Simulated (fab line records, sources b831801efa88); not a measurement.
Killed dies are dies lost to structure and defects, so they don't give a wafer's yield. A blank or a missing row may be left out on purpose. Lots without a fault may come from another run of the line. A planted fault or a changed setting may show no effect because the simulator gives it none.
fab line records | flow sfq_line | part 1 of 2: steps 1 to 24 of 34
record lots=5 wafers=15 last_day=80
route steps=325 shown I3@136 M4@148 I4@163
lots that met no fault: from a run of the same line without faults
start_h: hours from the record's first day to the start of the lot's first wafer shown | wait_h: hours since the lot's step before | " the same as in the row above | L1.1+2: a row that stands for several wafers | - no value, or no start given | * or withheld: withheld | < > ~ a bound
route shown NAME@n: a module of which the file shows steps, and the number in the route of the first | usual: mean/standard deviation of fault-free wafers | same: alike in all rows | chamber/n: place in a boat | sites: the reading at each site | _std_site: their standard deviation | _edge_site: outer sites' mean less inner sites' | radius_mm: how far each site lies from the wafer's centre | mask NAME#n: copy n | behind: the tool/chamber that last shaped the wafer | hold: why the lot was held/for how many hours/how that ended | device: the transistor (n, p or np) that didn't switch | end of line: the same wafers' tests at the end of the route | a step without rows: its recipe alone | killed: dies lost to structure and defects at the first sort, not the wafer's yield | map: a wafer's dies, x killed, . not, _ none there
set.NAME: the setting as run; set.NAME@STEP: as run at that earlier step | model.NAME: the simulator's own value behind a step, which no gauge read
lots at some steps of the route; a table a step, a row a wafer
services: from which hour (start_h, from the record's first day; less than 0 if before it) a tool's chamber was out of use, for how many hours, and why
## steps
# step SFQ_TRILAYER_I3_METRO_MEASURE_083
# usual thk_nm=200.2/1.1
# columns lot.wafer tool chamber start_h wait_h thk_nm
L075.2 film_metro-01 - 882.20 0.3 200.8
L075.3 " - " " 199.4
L075.4 " - " " 199.8
L076.1 film_metro-04 - 882.71 0.1 199.3
L076.4 " - " " 199.2
L076.5 " - " " 199.4
L077.1 film_metro-04 - 885.71 0.1 202.1
L077.2 " - " " 200.7
L077.4 " - " " 200.1
L085.2 film_metro-04 - 981.91 0.3 200.7
L085.4 " - " " 198.7
L085.6 " - " " 199.0
L090.3 film_metro-01 - 1025.11 0.5 198.9
L090.4 " - " " 198.8
L090.6 " - " " 199.7
# step SFQ_TRILAYER_I3_VIA_LITHO_COAT_090
# recipe resist=BARC spin_rpm=3000 resist_thk_nm=62
# usual exhaust_pa=45.0/0.86
# columns lot.wafer tool chamber start_h wait_h exhaust_pa
L075.2 litho_track-04 0 883.25 0.8 44.8
L075.3 " 0 " " 44.7
L075.4 " 0 " " 44.3
L076.1 litho_track-02 0 883.91 1.0 44.9
L076.4 " 0 " " 44.0
L076.5 " 0 " " 44.4
L077.1 litho_track-04 0 886.91 1.0 45.9
L077.2 " 0 " " 44.8
L077.4 " 0 " " 43.9
L085.2 litho_track-04 0 982.96 0.8 44.7
L085.4 " 0 " " 44.5
L085.6 " 0 " " 43.9
L090.3 litho_track-03 0 1026.01 0.7 44.9
L090.4 " 0 " " 44.6
L090.6 " 0 " " 46.6
# step SFQ_TRILAYER_I3_VIA_LITHO_COAT_085
# recipe resist=KrF spin_rpm=3000 resist_thk_nm=650
# usual exhaust_pa=45.2/0.75
# columns lot.wafer tool chamber start_h wait_h exhaust_pa
L075.2 litho_track-04 0 883.55 0.2 44.8
L075.3 " 0 " " 44.9
L075.4 " 0 " " 45.3
L076.1 litho_track-02 0 884.21 0.2 45.6
L076.4 " 0 " " 44.5
L076.5 " 0 " " 46.0
L077.1 litho_track-04 0 887.21 0.2 44.0
L077.2 " 0 " " 44.5
L077.4 " 0 " " 44.3
L085.2 litho_track-04 0 983.26 0.2 45.3
L085.4 " 0 " " 45.5
L085.6 " 0 " " 43.8
L090.3 litho_track-03 0 1026.31 0.2 45.9
L090.4 " 0 " " 44.9
L090.6 " 0 " " 44.6
# step SFQ_TRILAYER_I3_VIA_LITHO_SOFTBAKE_089
# recipe temp_c=withheld time_s=withheld resist=KrF
# usual exhaust_pa=44.9/0.93
# columns lot.wafer tool chamber start_h wait_h exhaust_pa
L075.2 litho_track-04 0 883.82 0.2 44.8
L075.3 " 0 " " 45.5
L075.4 " 0 " " 44.6
L076.1 litho_track-02 0 884.51 0.2 44.9
L076.4 " 0 " " 44.9
L076.5 " 0 " " 44.1
L077.1 litho_track-04 0 887.51 0.2 45.5
L077.2 " 0 " " 45.0
L077.4 " 0 " " 45.3
L085.2 litho_track-04 0 983.53 0.2 42.8
L085.4 " 0 " " 44.1
L085.6 " 0 " " 44.4
L090.3 litho_track-03 0 1026.56 0.2 45.0
L090.4 " 0 " " 43.4
L090.6 " 0 " " 46.0
# step SFQ_TRILAYER_I3_VIA_LITHO_EXPOSE_086
# recipe mask_id=I3 na=0.6 source_shape=conventional sigma_outer=0.65 target_cd_nm=500 dose_mj=21.3
# usual reticle_temp_C=23.01/0.11
# columns lot.wafer tool chamber start_h wait_h mask reticle_temp_C
L075.2 krf_scanner-02 0 1007.27 - I3#0 22.90
L075.3 " 0 " " I3#0 23.03
L075.4 " 0 " " I3#0 22.89
L076.1 krf_scanner-02 0 1008.27 - I3#0 22.84
L076.4 " 0 " " I3#0 22.94
L076.5 " 0 " " I3#0 22.93
L077.1 krf_scanner-02 0 1011.87 - I3#0 22.65
L077.2 " 0 " " I3#0 22.79
L077.4 " 0 " " I3#0 22.77
L085.2 krf_scanner-02 0 1118.93 - I3#0 22.83
L085.4 " 0 " " I3#0 23.11
L085.6 " 0 " " I3#0 22.91
L090.3 krf_scanner-01 0 1169.53 - I3#0 22.98
L090.4 " 0 " " I3#0 22.99
L090.6 " 0 " " I3#0 22.92
# step SFQ_TRILAYER_I3_VIA_LITHO_PEB_088
# recipe peb_temp_c=115 peb_time_s=60 resist=KrF
# usual exhaust_pa=44.9/0.97
# columns lot.wafer tool chamber start_h wait_h exhaust_pa
L075.2 litho_track-02 0 1008.30 0.8 44.7
L075.3 " 0 " " 45.0
L075.4 " 0 " " 44.8
L076.1 litho_track-04 0 1009.47 1.0 44.1
L076.4 " 0 " " 43.5
L076.5 " 0 " " 44.6
L077.1 litho_track-03 0 1013.07 1.0 45.3
L077.2 " 0 " " 44.3
L077.4 " 0 " " 44.6
L085.2 litho_track-02 0 1119.96 0.8 45.2
L085.4 " 0 " " 45.6
L085.6 " 0 " " 45.1
L090.3 litho_track-02 0 1170.38 0.7 45.3
L090.4 " 0 " " 45.5
L090.6 " 0 " " 44.3
# step SFQ_TRILAYER_I3_VIA_LITHO_DEVELOP_087
# recipe time_s=60 resist=KrF
# usual exhaust_pa=45.2/0.91
# columns lot.wafer tool chamber start_h wait_h exhaust_pa
L075.2 litho_track-02 0 1008.45 0.1 45.9
L075.3 " 0 " " 46.0
L075.4 " 0 " " 46.6
L076.1 litho_track-04 0 1009.62 0.1 44.2
L076.4 " 0 " " 44.0
L076.5 " 0 " " 45.8
L077.1 litho_track-03 0 1013.22 0.1 45.0
L077.2 " 0 " " 46.4
L077.4 " 0 " " 43.8
L085.2 litho_track-02 0 1120.11 0.1 44.2
L085.4 " 0 " " 45.6
L085.6 " 0 " " 44.2
L090.3 litho_track-02 0 1170.53 0.1 45.1
L090.4 " 0 " " 46.0
L090.6 " 0 " " 44.7
# step SFQ_I3_OVL_MEAS_923
# usual I3_OVL=1/5.2
# columns lot.wafer tool chamber start_h wait_h I3_OVL[nm]
L075.2 overlay-02 - 1008.58 0.1 2
L075.3 " - " " 1
L075.4 " - " " 4
L076.1 overlay-01 - 1009.77 0.1 -4
L076.4 " - " " -5
L076.5 " - " " 1
L077.1 overlay-02 - 1013.37 0.1 5
L077.2 " - " " -6
L077.4 " - " " -2
L085.2 overlay-02 - 1120.24 0.1 4
L085.4 " - " " 3
L085.6 " - " " 5
L090.3 overlay-01 - 1170.64 0.1 -6
L090.4 " - " " 3
L090.6 " - " " 0
# step SFQ_TRILAYER_I3_VIA_BARC_OPEN_VIA_ETCH_121
# recipe mask_material=PR chemistry=O2 target_depth_nm=125 target=BARC source_w=500 bias_w=80 pressure_mtorr=30 time_s=41.7
# usual drypump_motor_current_A=5.8/0.52 oes_product_au=0.686/0.0046
# columns lot.wafer tool chamber start_h wait_h drypump_motor_current_A oes_product_au rf_hours_counter_h
L075.2 rie_diel-01 0 1008.61 0.0 6.0 0.692 8
L075.3 " 1 " " 5.4 0.686 4
L075.4 " 3 " " 5.9 0.683 1
L076.1 rie_diel-04 2 1009.81 0.0 6.1 0.676 2
L076.4 " 0 " " 5.1 0.692 4
L076.5 " 1 " " 6.0 0.681 -
L077.1 rie_diel-03 3 1013.41 0.0 5.3 0.678 7
L077.2 " 0 " " 5.3 0.687 11
L077.4 " 1 " " 6.7 0.682 9
L085.2 rie_diel-03 3 1120.27 0.0 5.3 0.690 8
L085.4 " 2 " " 5.7 0.687 15
L085.6 " 3 " " 5.3 0.685 -
L090.3 rie_diel-01 0 1170.67 0.0 6.0 0.678 10
L090.4 " 2 " " 6.0 0.685 10
L090.6 " 2 " " 6.1 0.685 -
# step SFQ_TRILAYER_I3_VIA_ETCH_VIA_ETCH_088
# recipe target=SiO2 stop_on=Nb mask_material=PR taper_deg=20 chemistry=CHF3 target_depth_nm=260 source_w=500 bias_w=80 pressure_mtorr=30 time_s=withheld
# usual drypump_motor_current_A=5.8/0.51 oes_product_au=0.855/0.0054
# columns lot.wafer tool chamber start_h wait_h drypump_motor_current_A oes_product_au
L075.2 rie_diel-01 0 1008.65 0.0 6.0 0.865
L075.3 " 1 " " 5.4 0.852
L075.4 " 3 " " 5.9 0.871
L076.1 rie_diel-04 2 1009.85 0.0 6.1 0.854
L076.4 " 0 " " 5.1 0.850
L076.5 " 1 " " 6.0 0.852
L077.1 rie_diel-03 3 1013.45 0.0 5.3 0.864
L077.2 " 0 " " 5.3 0.860
L077.4 " 1 " " 6.7 0.850
L085.2 rie_diel-03 3 1120.31 0.0 5.3 0.856
L085.4 " 2 " " 5.7 0.860
L085.6 " 3 " " 5.2 0.854
L090.3 rie_diel-01 0 1170.71 0.0 6.0 0.847
L090.4 " 2 " " 6.0 0.846
L090.6 " 2 " " 6.1 0.851
# step SFQ_TRILAYER_I3_VIA_STRIP_STRIP_089
# recipe gas=O2 power_w=200 platen_temp_c=40 overash_fraction=0.65 chemistry=O2 pressure_mtorr=50
# usual drypump_motor_current_A=5.6/0.33 oes_product_au=0.991/0.01
# columns lot.wafer tool chamber start_h wait_h drypump_motor_current_A oes_product_au rf_hours_counter_h
L075.2 rie_metal-02 0 1008.96 - 5.6 0.983 -
L075.3 " 0 " " 5.7 0.992 -
L075.4 " 0 " " 5.7 0.999 -
L076.1 rie_metal-01 0 1009.96 - 5.3 0.991 58
L076.4 " 0 " " 5.3 0.978 -
L076.5 " 1 " " 6.1 1.006 -
L077.1 rie_metal-02 0 1013.56 - 5.6 1.001 129
L077.2 " 1 " " 5.9 0.987 0
L077.4 " 0 " " 5.7 0.989 -
L085.2 rie_metal-03 1 1120.42 - 5.7 0.978 114
L085.4 " 1 " " 5.7 0.987 -
L085.6 " 0 " " 5.0 1.002 -
L090.3 rie_metal-02 1 1171.02 - 5.9 1.005 -
L090.4 " 0 " " 5.7 0.995 -
L090.6 " 1 " " 5.9 1.009 -
# step SFQ_TRILAYER_I3_VIA_STRIP_SOLV_CLEAN_090
# recipe chemistry=NMP temp_c=70 time_s=600
# columns lot.wafer tool chamber start_h wait_h
L075.2+3+4 wet_bench-04 2,7,0 1009.96 0.8
L076.1+4+5 wet_bench-01 2,7,3 1010.56 0.4
L077.1+2+4 wet_bench-04 3,1,2 1014.16 0.4
L085.2+4+6 wet_bench-02 5,1,3 1121.02 0.4
L090.3+4+6 wet_bench-01 7,5,4 1171.42 0.2
# step SFQ_TRILAYER_M4_DEP_PRE_CLEAN_092
# recipe gas=Ar time_s=22.5 bias_v=250
# usual bias_v=249.8/2.5
# columns lot.wafer tool chamber start_h wait_h bias_v
L075.2 pvd_sputter-06 - 1010.14 0.0 249.6
L075.3 " - " " 251.9
L075.4 " - " " 247.8
L076.1 pvd_sputter-03 - 1010.74 0.0 247.3
L076.4 " - " " 245.4
L076.5 " - " " 250.9
L077.1 pvd_sputter-05 - 1014.34 0.0 250.4
L077.2 " - " " 253.0
L077.4 " - " " 247.9
L085.2 pvd_sputter-06 - 1121.20 0.0 250.7
L085.4 " - " " 253.4
L085.6 " - " " 252.9
L090.3 pvd_sputter-06 - 1171.60 0.0 249.7
L090.4 " - " " 253.6
L090.6 " - " " 249.4
# step SFQ_TRILAYER_M4_DEP_SPUTTER_091
# recipe material=Nb base_pressure_pa=1.33e-06 chamber_pressure_pa=0.1333 substrate_temp_c=20 resputter_cathode_voltage_v=400 target_thk_nm=200 power_w=2000 time_s=133.3
# usual throttle_valve_pct=30.0/1.2
# columns lot.wafer tool chamber start_h wait_h throttle_valve_pct
L075.2 pvd_sputter-06 - 1010.17 0.0 29.4
L075.3 " - " " 30.8
L075.4 " - " " 30.7
L076.1 pvd_sputter-03 - 1010.77 0.0 30.0
L076.4 " - " " 28.6
L076.5 " - " " 31.7
L077.1 pvd_sputter-05 - 1014.37 0.0 28.4
L077.2 " - " " 30.8
L077.4 " - " " 30.2
L085.2 pvd_sputter-06 - 1121.23 0.0 30.5
L085.4 " - " " 30.8
L085.6 " - " " 29.2
L090.3 pvd_sputter-06 - 1171.63 0.0 30.8
L090.4 " - " " 29.5
L090.6 " - " " 30.6
# step SFQ_M4_RS_MEAS_924
# recipe thk_meas_gauge=four-point-probe reads=Nb_of_TRILAYER_M4_DEP_SPUTTER_091
# usual M4_NB_RS=0.895/0.01
# columns lot.wafer tool chamber start_h wait_h M4_NB_RS[ohm/sq]
L075.2 film_metro-01 - 1010.28 0.1 0.886
L075.3 " - " " 0.903
L075.4 " - " " 0.912
L076.1 film_metro-03 - 1010.86 0.0 0.902
L076.4 " - " " 0.891
L076.5 " - " " 0.903
L077.1 film_metro-01 - 1014.46 0.0 0.918
L077.2 " - " " 0.906
L077.4 " - " " 0.894
L085.2 film_metro-01 - 1121.34 0.1 0.904
L085.4 " - " " 0.909
L085.6 " - " " 0.893
L090.3 film_metro-01 - 1171.76 0.1 0.891
L090.4 " - " " 0.883
L090.6 " - " " 0.888
# step SFQ_TRILAYER_M4_LITHO_COAT_098
# recipe resist=BARC spin_rpm=3000 resist_thk_nm=62
# usual exhaust_pa=45.1/0.85
# columns lot.wafer tool chamber start_h wait_h exhaust_pa
L075.2 litho_track-01 0 1010.49 0.1 44.0
L075.3 " 0 " " 44.2
L075.4 " 0 " " 45.4
L076.1 litho_track-04 0 1011.04 0.1 46.3
L076.4 " 0 " " 44.3
L076.5 " 0 " " 45.0
L077.1 litho_track-03 0 1014.64 0.1 46.0
L077.2 " 0 " " 46.0
L077.4 " 0 " " 45.8
L085.2 litho_track-01 0 1121.55 0.1 46.5
L085.4 " 0 " " 46.4
L085.6 " 0 " " 46.6
L090.3 litho_track-03 0 1172.00 0.1 45.7
L090.4 " 0 " " 44.8
L090.6 " 0 " " 44.6
# step SFQ_TRILAYER_M4_LITHO_COAT_093
# recipe resist=KrF spin_rpm=3000 resist_thk_nm=600
# usual exhaust_pa=45.0/0.84
# columns lot.wafer tool chamber start_h wait_h exhaust_pa
L075.2 litho_track-01 0 1010.79 0.2 44.0
L075.3 " 0 " " 43.9
L075.4 " 0 " " 44.1
L076.1 litho_track-04 0 1011.34 0.2 45.7
L076.4 " 0 " " 45.1
L076.5 " 0 " " 46.0
L077.1 litho_track-03 0 1014.94 0.2 46.4
L077.2 " 0 " " 46.9
L077.4 " 0 " " 46.9
L085.2 litho_track-01 0 1121.85 0.2 44.7
L085.4 " 0 " " 44.3
L085.6 " 0 " " 44.3
L090.3 litho_track-03 0 1172.30 0.2 46.5
L090.4 " 0 " " 45.4
L090.6 " 0 " " 44.3
# step SFQ_TRILAYER_M4_LITHO_SOFTBAKE_097
# recipe temp_c=withheld time_s=withheld resist=KrF
# usual exhaust_pa=45.1/0.97
# columns lot.wafer tool chamber start_h wait_h exhaust_pa
L075.2 litho_track-01 0 1011.06 0.2 45.3
L075.3 " 0 " " 43.4
L075.4 " 0 " " 43.3
L076.1 litho_track-04 0 1011.64 0.2 46.1
L076.4 " 0 " " 44.3
L076.5 " 0 " " 42.7
L077.1 litho_track-03 0 1015.24 0.2 43.5
L077.2 " 0 " " 46.0
L077.4 " 0 " " 45.3
L085.2 litho_track-01 0 1122.12 0.2 45.1
L085.4 " 0 " " 46.0
L085.6 " 0 " " 46.1
L090.3 litho_track-03 0 1172.55 0.2 44.6
L090.4 " 0 " " 44.9
L090.6 " 0 " " 44.0
# step SFQ_TRILAYER_M4_LITHO_EXPOSE_094
# recipe mask_id=M4 na=0.6 source_shape=conventional sigma_outer=0.65 target_cd_nm=500 dose_mj=14.4
# usual reticle_temp_C=22.99/0.1
# columns lot.wafer tool chamber start_h wait_h mask reticle_temp_C
L075.2 krf_scanner-01 0 1154.93 - M4#0 22.92
L075.3 " 0 " " M4#0 22.97
L075.4 " 0 " " M4#0 22.99
L076.1 krf_scanner-01 0 - - M4#0 23.01
L076.4 " 0 " " M4#0 23.10
L076.5 " 0 " " M4#0 22.75
L077.1 krf_scanner-01 0 1159.53 - M4#0 23.02
L077.2 " 0 " " M4#0 22.86
L077.4 " 0 " " M4#0 22.99
L085.2 krf_scanner-01 0 1256.04 - M4#0 22.94
L085.4 " 0 " " M4#0 23.07
L085.6 " 0 " " M4#0 22.86
L090.3 krf_scanner-01 0 1301.39 - M4#0 22.83
L090.4 " 0 " " M4#0 22.83
L090.6 " 0 " " M4#0 23.02
# step SFQ_TRILAYER_M4_LITHO_PEB_096
# recipe peb_temp_c=115 peb_time_s=60 resist=KrF
# usual exhaust_pa=44.9/0.86
# columns lot.wafer tool chamber start_h wait_h exhaust_pa
L075.2 litho_track-04 0 1155.96 0.8 45.6
L075.3 " 0 " " 45.9
L075.4 " 0 " " 45.1
L076.1 litho_track-03 0 - - 44.2
L076.4 " 0 " " 45.2
L076.5 " 0 " " 44.5
L077.1 litho_track-03 0 1160.73 1.0 43.7
L077.2 " 0 " " 44.0
L077.4 " 0 " " 44.6
L085.2 litho_track-03 0 1257.07 0.8 45.4
L085.4 " 0 " " 43.8
L085.6 " 0 " " 44.9
L090.3 litho_track-03 0 1302.24 0.7 44.7
L090.4 " 0 " " 45.7
L090.6 " 0 " " 44.5
# step SFQ_TRILAYER_M4_LITHO_DEVELOP_095
# recipe time_s=60 resist=KrF
# usual exhaust_pa=45.0/0.98
# columns lot.wafer tool chamber start_h wait_h exhaust_pa
L075.2 litho_track-04 0 1156.11 0.1 45.4
L075.3 " 0 " " 45.4
L075.4 " 0 " " 44.6
L076.1 litho_track-03 0 1157.75 0.1 45.6
L076.4 " 0 " " 43.0
L076.5 " 0 " " 43.4
L077.1 litho_track-03 0 1160.88 0.1 47.0
L077.2 " 0 " " 46.4
L077.4 " 0 " " 47.1
L085.2 litho_track-03 0 1257.22 0.1 44.1
L085.4 " 0 " " 43.9
L085.6 " 0 " " 44.9
L090.3 litho_track-03 0 1302.39 0.1 44.6
L090.4 " 0 " " 44.8
L090.6 " 0 " " 43.8
# step SFQ_M4_OVL_MEAS_926
# usual M4_OVL=-6/6.8
# columns lot.wafer tool chamber start_h wait_h M4_OVL[nm]
L075.2 overlay-02 - 1156.24 0.1 -3
L075.3 " - " " -16
L075.4 " - " " -11
L076.1 overlay-02 - 1157.90 0.1 -11
L076.4 " - " " -9
L076.5 " - " " -3
L077.1 overlay-02 - 1161.03 0.1 -11
L077.2 " - " " -11
L077.4 " - " " -10
L085.2 overlay-01 - 1257.35 0.1 -2
L085.4 " - " " -12
L085.6 " - " " -6
L090.3 overlay-01 - 1302.51 0.1 2
L090.4 " - " " -7
L090.6 " - " " -5
# step SFQ_TRILAYER_M4_BARC_OPEN_METAL_ETCH_123
# recipe mask_material=PR chemistry=O2 target_depth_nm=125 target=BARC icp_w=600 bias_w=80 pressure_mtorr=10 time_s=41.7
# usual drypump_motor_current_A=5.60/0.28 oes_product_au=0.686/0.0045
# columns lot.wafer tool chamber start_h wait_h drypump_motor_current_A oes_product_au rf_hours_counter_h
L075.2 rie_metal-04 1 1156.29 0.0 5.18 0.690 -
L075.3 " 1 " " 5.18 0.687 -
L075.4 " 1 " " 5.18 0.681 -
L076.1 rie_metal-02 0 1157.93 0.0 5.64 0.691 0
L076.4 " 1 " " 5.90 0.683 -
L076.5 " 1 " " 5.89 0.684 -
L077.1 rie_metal-02 1 1161.07 0.0 5.92 0.689 18
L077.2 " 0 " " 5.64 0.688 1
L077.4 " 0 " " 5.63 0.687 -
L085.2 rie_metal-04 0 1257.38 0.0 5.52 0.692 14
L085.4 " 0 " " 5.49 0.691 -
L085.6 " 1 " " 5.18 0.681 -
L090.3 rie_metal-02 1 1302.55 0.0 5.88 0.686 -
L090.4 " 0 " " 5.65 0.694 -
L090.6 " 0 " " 5.65 0.685 -
# step SFQ_TRILAYER_M4_ETCH_METAL_ETCH_096
# recipe target=Nb stop_on=SiO2 mask_material=PR chemistry=Cl2/Ar target_depth_nm=240 icp_w=600 bias_w=80 pressure_mtorr=10 time_s=120
# usual drypump_motor_current_A=5.60/0.28 oes_product_au=0.891/0.0071
# columns lot.wafer tool chamber start_h wait_h drypump_motor_current_A oes_product_au rf_hours_counter_h
L075.2 rie_metal-04 1 1156.43 0.1 5.20 0.895 -
L075.3 " 1 " " 5.21 0.886 -
L075.4 " 1 " " 5.20 0.886 -
L076.1 rie_metal-02 0 1157.99 0.0 5.67 0.892 0
L076.4 " 1 " " 5.90 0.899 -
L076.5 " 1 " " 5.89 0.890 -
L077.1 rie_metal-02 1 1161.13 0.0 5.88 0.880 18
L077.2 " 0 " " 5.63 0.885 1
L077.4 " 0 " " 5.65 0.889 -
L085.2 rie_metal-04 0 1257.44 0.0 5.50 0.894 14
L085.4 " 0 " " 5.49 0.883 -
L085.6 " 1 " " 5.19 0.893 -
L090.3 rie_metal-02 1 1302.63 0.1 5.90 0.882 -
L090.4 " 0 " " 5.63 0.903 -
L090.6 " 0 " " 5.64 0.894 -
